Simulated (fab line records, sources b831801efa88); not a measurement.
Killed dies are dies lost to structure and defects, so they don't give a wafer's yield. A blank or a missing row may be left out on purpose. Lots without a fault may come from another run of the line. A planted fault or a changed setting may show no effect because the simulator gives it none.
A struck lot beside a sound one | flow sky130 | 16 steps out of a route of 708
Sound: wafers L237.2, L237.3, L237.4. Struck: wafers L250.1, L250.4, L250.6. The cause comes at the end.
At each step with rows: each side's tool, then ch and its chambers, then its first start. Under that, the readings that differ: sound wafers | struck wafers | difference of the means | sigmas: that difference in standard deviations of wafers without a fault.
alike: readings whose means differ by less than 2 such deviations, and words and numbers that are the same on both sides. not compared: withheld readings, readings that some wafer has no value for, bounds like >300 that may hide the same value, and numbers for which the record gives no deviation and whose values overlap.
The two part at a step that has a row with sigmas, a row that says differs or no value, or rows on one side only. Numbers that don't overlap but have no deviation are shown without sigmas and don't part them. A reading that every wafer of one side lacks parts them only if that side has two wafers or more.

first, 2 steps without rows for these wafers: SKY_VIA2_CLEAN_18 (cleans in IPA, time 180 s); SKY_VIA2_CLEAN_19 (cleans in O3/DIW).
SKY_VIA2_SPUTTER_20: material TiN, target thk 20 nm, time 80 s.
  sound on pvd_sputter-02, day 39 06:11; struck on pvd_sputter-04, day 42 03:05
  alike: throttle_valve_pct
then, 1 step without rows for these wafers: SKY_VIA2_CVD_21 (deposits W, target thk 420 nm, time 126.4 s).
SKY_VIA2_RS_MEAS_22: measures by four-point-probe.
  sound on film_metro-01, day 39 06:23; struck on film_metro-02, day 42 03:19
  alike: VIA2_W_RS
SKY_VIA2_THK_MEAS_23: measures by xrf.
  sound on film_metro-01, day 39 06:30; struck on film_metro-02, day 42 03:26
  alike: VIA2_W_THK
then, 1 step without rows for these wafers: SKY_VIA2_CMP_24 (polishes, stops on SiO2, t overpolish 20 s, target thk 0 nm).
SKY_METAL3_SPUTTER_00: material Ti, target thk 15 nm, time 10 s.
  sound on pvd_sputter-02, day 39 06:51; struck on pvd_sputter-03, day 42 03:48
  alike: throttle_valve_pct
SKY_METAL3_SPUTTER_01: material TiN, target thk 20 nm, time 16.7 s.
  sound on pvd_sputter-02, day 39 06:53; struck on pvd_sputter-03, day 42 03:49
  alike: throttle_valve_pct
then, 1 step without rows for these wafers: SKY_METAL3_SPUTTER_02 (material AlCu, target thk 735 nm, time 39.1 s).
SKY_METAL3_SPUTTER_03: material Ti, target thk 5 nm, time 3.3 s.
  sound on pvd_sputter-02, day 39 06:56; struck on pvd_sputter-03, day 42 03:53
  alike: throttle_valve_pct
then, 1 step without rows for these wafers: SKY_METAL3_SPUTTER_04 (material TiN, target thk 70 nm, time 58.3 s).
SKY_CAPM_CVD_00: deposits SiO2, target thk 15.5 nm.
  sound on pecvd-03 ch 0,1, day 39 07:01; struck on pecvd-02 ch 0,2, day 42 04:00
  alike: heater_power_outer_w, heater_power_w
SKY_CAPM_THK_MEAS_01:
  sound on film_metro-02, day 39 07:02; struck on film_metro-03, day 42 04:13
  reading              | sound             | struck            | difference | sigmas
  CAPM_CVD_00_THK (nm) | 15.11 15.36 15.57 | 30.53 31.44 31.50 | +15.81     | +72
SKY_CAPM_SPUTTER_02: material TiN, target thk 200 nm, time 166.7 s.
  sound on pvd_sputter-04, day 39 07:05; struck on pvd_sputter-02, day 42 04:17
  alike: throttle_valve_pct
-- the record jumps here: 8 days lie between the struck wafers' starts before and after (it left off in module CAPM and takes up again in module PAD_OPEN, whose first step shown is number 708 of the route) --
SKY_PAD_OPEN_PROBE_99:
  sound on prober-02, day 48 04:15; struck on prober-01, day 50 04:41
  reading                                  | sound             | struck           | difference | sigmas
  model.etest.tester.sort_n_pass           | 417 401 407       | 0 0 0            | -408       |
  model.etest.tester.sort_bin_3_pct (%)    | 0.813 1.016 0.813 | 82.93 82.32 81.5 | +81.37     |
  model.etest.tester.sort_yield_pct (%)    | 84.76 81.5 82.72  | 0 0 0            | -83        |
  model.etest.diode_pdiff_nwell.over_limit | 0 0 0             | 1 1 1            | +1         |
  model.etest.field_n.short                | 0 0 0             | 1 1 1            | +1         |
  model.etest.met5_comb.over_limit         | 0 0 0             | 1 1 1            | +1         |
  model.etest.pfet_01v8.short              | 0 0 0             | 1 1 1            | +1         |
  model.etest.tip_n.short                  | 0 0 0             | 1 1 1            | +1         |
  alike: defect_limited_yield, killed_at_M0_to_M3, killed_at_M4_up, killed_at_contacts, killed_at_front_end, killed_at_other, killed_dies, killed_open, killed_short

WHERE THEY PART
Only at SKY_CAPM_THK_MEAS_01, within this record. Later steps at which nothing parts them and some readings are alike: SKY_CAPM_SPUTTER_02, SKY_PAD_OPEN_PROBE_99.

WHY: what the simulator had put in
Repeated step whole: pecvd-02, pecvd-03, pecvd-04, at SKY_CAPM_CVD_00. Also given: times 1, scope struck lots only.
